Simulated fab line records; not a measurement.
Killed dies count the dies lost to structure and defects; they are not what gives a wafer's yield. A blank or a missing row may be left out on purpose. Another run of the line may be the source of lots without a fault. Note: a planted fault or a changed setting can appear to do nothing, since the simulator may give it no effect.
A single fault, viewed from 2 desks -- flow gf180mcu -- every desk sees just its own numbers, and what lay behind them comes last

## THE TOOL OWNER'S DESK: implanter-02
For each lot that ran on this tool, the mean over its sampled wafers that have a number, from the tool's own readings at GF_LVPWELL_IMPLANT_09. If a lot's mean is further than 4 standard deviations from the usual mean, the lot is out of limits and carries the mark OUT (the distance appears in the brackets).
Columns: A = dose-ions-cm2 at GF_LVPWELL_IMPLANT_09, usual 5e+12; B = faraday-current-uA at GF_LVPWELL_IMPLANT_09, usual 28.2
lot,first seen here,A,B
L151,day 3 23:34,5e+12,28.1
L156,day 5 01:31,5e+12,28.5
L159,day 5 17:26,5e+11 (-99 or more) OUT,2.8 (-48) OUT
L160,day 5 23:58,5e+11 (-99 or more) OUT,2.8 (-48) OUT
Finding of this desk: L159, L160 out of limits; the first was L159 at day 5 17:26, on dose-ions-cm2 at GF_LVPWELL_IMPLANT_09. Within limits: L151, L156.

## AT THE METROLOGY DESK
Means of the sampled wafers that have a number, per lot and without regard to the tool the lot ran on: this is what the gauges read. If a lot's mean is further than 4 standard deviations from the usual mean, the lot is out of limits and carries the mark OUT (the distance appears in the brackets).
Columns: A = LVPWELL_TW at GF_LVPWELL_TW_MEAS_11, usual 557.1; B = VT_IMPLANT_TW at GF_VT_IMPLANT_TW_MEAS_10, usual 565; C = LVPWELL_RS at GF_VT_IMPLANT_RS_MEAS_48, usual 1197.6 ohm/sq; D = V1_W_RS at GF_V1_RS_MEAS_24, usual 0.329 ohm/sq
lot,first seen here,A,B,C,D
L151,day 3 23:47,558.6,574,1198.5,0.327
L152,day 4 04:51,554.6,571,1195.9,0.327
L153,day 4 10:58,554.6,563,1195.5,0.331
L156,day 5 01:44,556.0,562,1198.7,0.327
L159,day 5 17:41,521.5 (-13) OUT,570,1497.9 (+99 or more) OUT,0.330
L160,day 6 00:11,525.8 (-11) OUT,560,1490.0 (+97) OUT,0.330
L162,day 6 11:19,558.9,566,1201.1,0.331
L168,day 7 19:17,559.3,565,1197.6,0.337
L169,day 8 02:05,560.7,559,1197.5,0.333
L170,day 8 08:05,558.7,571,1197.2,0.329
L171,day 8 14:58,558.7,561,1200.1,0.333
L173,day 9 00:46,554.9,562,1198.2,0.328
L174,day 9 06:37,556.7,562,1196.7,0.328
This desk's result: L159, L160 out of limits, first on L159 (LVPWELL_TW at GF_LVPWELL_TW_MEAS_11), day 5 17:41. Within limits: L151, L152, L153, L156, L162, L168, L169, L170, L171, L173, L174.

## BROUGHT TOGETHER
The tool owner's desk had the chance to raise an alarm at day 5 17:26 on L159, L160.
Metrology desk: alarm possible at day 5 17:41 on L159, L160.
On implanter-02, each named lot ran GF_LVPWELL_IMPLANT_09.

## WHAT WAS PUT IN BY THE SIMULATOR
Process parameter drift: implanter-02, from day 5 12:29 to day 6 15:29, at GF_LVPWELL_IMPLANT_09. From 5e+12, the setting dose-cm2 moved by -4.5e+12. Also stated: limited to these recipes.
Lots struck among those shown: L159, L160.
Counting hours from when the fault started, the first reading out of limits came at 5 for the tool owner's desk and at 5 for the metrology desk.
